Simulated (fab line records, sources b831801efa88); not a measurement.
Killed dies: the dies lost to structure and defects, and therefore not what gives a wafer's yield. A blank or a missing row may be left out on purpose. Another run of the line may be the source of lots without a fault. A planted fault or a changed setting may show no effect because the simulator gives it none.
The tool behind it: which one? ; flow sky130 ; 24 lots with 72 wafers sampled at 4 steps, on a route of 708 steps

WHAT EACH GAUGE READ, for each wafer
SKY_VIA3_BOW_MEAS_03.
lot;measured;on;VIA3_BOW (um)
L074;day 37 19:01;film-metro-02;89 83 84
L075;day 38 07:31;film-metro-04;88 80 79
L076;day 38 15:32;film-metro-02;74 86 84
L077;day 39 03:46;film-metro-04;81 87 88
L078;day 39 17:24;film-metro-04;91 93 92
L079;day 40 07:32;film-metro-02;75 70 75
L080;day 40 10:58;film-metro-01;82 96 92
L081;day 40 19:11;film-metro-01;78 77 87
L082;day 41 02:36;film-metro-01;76 75 71
L083;day 41 13:24;film-metro-02;76 87 80
L084;day 41 10:47;film-metro-02;69 74 73
L085;day 41 13:43;film-metro-01;74 76 96
L086;day 41 23:01;film-metro-04;72 76 86
L087;day 42 05:26;film-metro-04;86 76 76
L088;day 42 11:28;film-metro-01;65 66 74
L089;day 43 16:34;film-metro-04;69 86 82
L090;day 43 15:34;film-metro-02;82 73 88
L091;day 43 16:16;film-metro-02;82 91 78
L092;day 43 16:55;film-metro-04;88 83 91
L093;day 44 01:17;film-metro-04;88 85 78
L094;day 44 17:01;film-metro-04;90 95 96
L095;day 45 08:47;film-metro-01;74 84 80
L096;day 45 07:28;film-metro-01;92 76 80
L097;day 45 12:38;film-metro-02;72 70 73

SKY_VIA3_RS_MEAS_22: measurement is done with a four-point probe.
lot;measured;on;VIA3_W_RS (ohm/sq)
L074;day 38 21:20;film-metro-01;0.2934 0.2910 0.2922
L075;day 39 09:42;film-metro-04;0.2902 0.2909 0.2925
L076;day 39 17:19;film-metro-01;0.2967 0.2900 0.2925
L077;day 40 04:06;film-metro-02;0.3017 0.2961 0.2956
L078;day 40 18:52;film-metro-04;0.2933 0.2939 0.2918
L079;day 41 09:21;film-metro-04;0.2919 0.2891 0.2939
L080;day 41 12:48;film-metro-04;0.2958 0.2963 0.2971
L081;day 41 19:54;film-metro-01;0.2941 0.2932 0.2969
L082;day 42 03:36;film-metro-01;0.2923 0.2913 0.2939
L083;day 42 13:42;film-metro-02;0.2947 0.2917 0.2950
L084;day 42 11:26;film-metro-02;0.2893 0.2950 0.2910
L085;day 42 14:13;film-metro-04;0.2942 0.2950 0.2977
L086;day 42 23:57;film-metro-01;0.2905 0.2904 0.2923
L087;day 43 04:56;film-metro-04;0.2951 0.2962 0.2962
L088;day 43 11:11;film-metro-01;0.2883 0.2902 0.2878
L089;day 44 15:40;film-metro-01;0.2924 0.2927 0.2956
L090;day 44 14:59;film-metro-01;0.2880 0.2915 0.2909
L091;day 44 15:34;film-metro-04;0.2928 0.2950 0.2908
L092;day 44 16:01;film-metro-01;0.2956 0.2920 0.2954
L093;day 45 00:12;film-metro-01;0.2913 0.2930 0.2968
L094;day 45 15:31;film-metro-01;0.2922 0.2921 0.2935
L095;day 46 06:19;film-metro-02;0.2914 0.2927 0.2912
L096;day 46 05:30;film-metro-02;0.2969 0.2946 0.2966
L097;day 46 10:19;film-metro-04;0.2973 0.2934 0.2902

EACH LOT AND THE TOOL THAT RAN IT (in order: tool; ch and the chambers of the sampled wafers; start)
lot;SKY_DNWELL_STRIP_08;SKY_METAL2_SPUTTER_02
L074;plasma-asher-02 ch 0,1, day 3 01:10;pvd-sputter-02, day 33 05:20
L075;plasma-asher-03 ch 0,1, day 3 10:55;pvd-sputter-02, day 33 17:11
L076;plasma-asher-02 ch 0,1, day 3 14:47;pvd-sputter-02, day 34 02:37
L077;plasma-asher-02 ch 0,1, day 3 20:01;pvd-sputter-02, day 34 14:19
L078;plasma-asher-03 ch 0,1, day 4 01:05;pvd-sputter-01, day 35 04:59
L079;plasma-asher-03 ch 0,1, day 4 11:25;pvd-sputter-04, day 35 18:34
L080;plasma-asher-04 ch 0,1, day 4 22:49;pvd-sputter-04, day 36 00:38
L081;plasma-asher-04 ch 0,1, day 4 23:10;pvd-sputter-01, day 36 03:38
L082;plasma-asher-03 ch 0,1, day 5 07:05;pvd-sputter-04, day 36 18:29
L083;plasma-asher-04 ch 0,1, day 5 10:25;pvd-sputter-04, day 37 03:17
L084;plasma-asher-04 ch 0,1, day 5 11:22;pvd-sputter-04, day 37 00:47
L085;plasma-asher-04 ch 0,1, day 5 17:11;pvd-sputter-02, day 37 05:23
L086;plasma-asher-02 ch 0,1, day 5 22:46;pvd-sputter-04, day 37 14:23
L087;plasma-asher-03 ch 0,1, day 6 04:58;pvd-sputter-01, day 37 23:30
L088;plasma-asher-04 ch 0,1, day 6 09:33;pvd-sputter-04, day 38 04:34
L089;plasma-asher-03 ch 0,1, day 6 15:05;pvd-sputter-02, day 39 12:14
L090;plasma-asher-03 ch 0,1, day 6 19:08;pvd-sputter-01, day 39 11:45
L091;plasma-asher-02 ch 0,1, day 7 00:08;pvd-sputter-04, day 39 11:48
L092;plasma-asher-04 ch 0,1, day 7 07:43;pvd-sputter-02, day 39 13:32
L093;plasma-asher-04 ch 0,1, day 7 15:37;pvd-sputter-04, day 39 22:32
L094;plasma-asher-02 ch 0,1, day 8 07:28;pvd-sputter-01, day 40 14:52
L095;plasma-asher-04 ch 0,1, day 8 19:43;pvd-sputter-04, day 41 08:20
L096;plasma-asher-03 ch 1, day 8 19:46;pvd-sputter-01, day 41 08:02
L097;plasma-asher-02 ch 0,1, day 8 20:07;pvd-sputter-01, day 41 12:44
- SKY_DNWELL_STRIP_08: strips in O2/N2.
- SKY_METAL2_SPUTTER_02: material AlCu, target thk 250 nm, time 13.3 s.

AS READ BY THE TOOLS THEMSELVES (means over the sampled wafers that have a number; for cases with no such wafer, the mark the record gives instead)
SKY_DNWELL_STRIP_08.
lot;tool;drypump-motor-current-A (A);oes-product-au (a.u.);strip-time-to-endpoint-s (s)
L074;plasma-asher-02;6.0;0.722;36.87
L075;plasma-asher-03;6.1;0.725;36.80
L076;plasma-asher-02;5.9;0.718;36.93
L077;plasma-asher-02;5.9;0.725;36.93
L078;plasma-asher-03;6.1;0.715;36.75
L079;plasma-asher-03;5.7;0.716;36.87
L080;plasma-asher-04;5.7;0.725;37.08
L081;plasma-asher-04;5.8;0.725;37.00
L082;plasma-asher-03;6.1;0.720;37.08
L083;plasma-asher-04;5.8;0.725;36.94
L084;plasma-asher-04;5.7;0.726;36.93
L085;plasma-asher-04;5.8;0.721;37.10
L086;plasma-asher-02;6.1;0.725;36.85
L087;plasma-asher-03;5.7;0.722;36.84
L088;plasma-asher-04;5.7;0.721;36.96
L089;plasma-asher-03;6.1;0.724;36.84
L090;plasma-asher-03;6.1;0.727;36.90
L091;plasma-asher-02;6.0;0.722;36.94
L092;plasma-asher-04;5.7;0.721;37.14
L093;plasma-asher-04;5.8;0.721;36.94
L094;plasma-asher-02;6.0;0.718;36.94
L095;plasma-asher-04;5.7;0.724;37.04
L096;plasma-asher-03;6.4;0.717;36.89
L097;plasma-asher-02;6.0;0.725;36.92

SKY_METAL2_SPUTTER_02.
lot;tool;throttle-valve-pct (%)
L074;pvd-sputter-02;29.6
L075;pvd-sputter-02;29.1
L076;pvd-sputter-02;28.9
L077;pvd-sputter-02;29.8
L078;pvd-sputter-01;30.5
L079;pvd-sputter-04;29.9
L080;pvd-sputter-04;30.9
L081;pvd-sputter-01;30.6
L082;pvd-sputter-04;31.2
L083;pvd-sputter-04;29.9
L084;pvd-sputter-04;32.1
L085;pvd-sputter-02;29.0
L086;pvd-sputter-04;30.0
L087;pvd-sputter-01;30.4
L088;pvd-sputter-04;30.2
L089;pvd-sputter-02;28.9
L090;pvd-sputter-01;30.2
L091;pvd-sputter-04;30.9
L092;pvd-sputter-02;28.9
L093;pvd-sputter-04;30.9
L094;pvd-sputter-01;29.8
L095;pvd-sputter-04;30.2
L096;pvd-sputter-01;30.1
L097;pvd-sputter-01;30.6

THE ANSWER, worked out from the rows above alone
Rule: the lots themselves supply what counts as usual. The widest of any qualifying gaps counts: lots, ordered by their means at a reading, are off when they make up no more than a third of the lots, leave a main group of 4 or more, and stand apart from it by 3 or more times the standard deviation of that group's means. If all means in a main group match to the digits the tables above print for the reading, that group is not used. A lot without any number at a reading at which 4 lots or more have one is off too. Where the step has rows for the other lots, those lots are counted as sound. The gauges are gone through in route order, then the tools' own readings, and for those a lot's mean is taken as printed above. The first step at which some lot is off is used, and at that step the reading that is off furthest; a lot without a number counts as furthest.
Nothing can be told from this: no lot is off at any reading shown.

WHAT HAD BEEN PUT IN BY THE SIMULATOR
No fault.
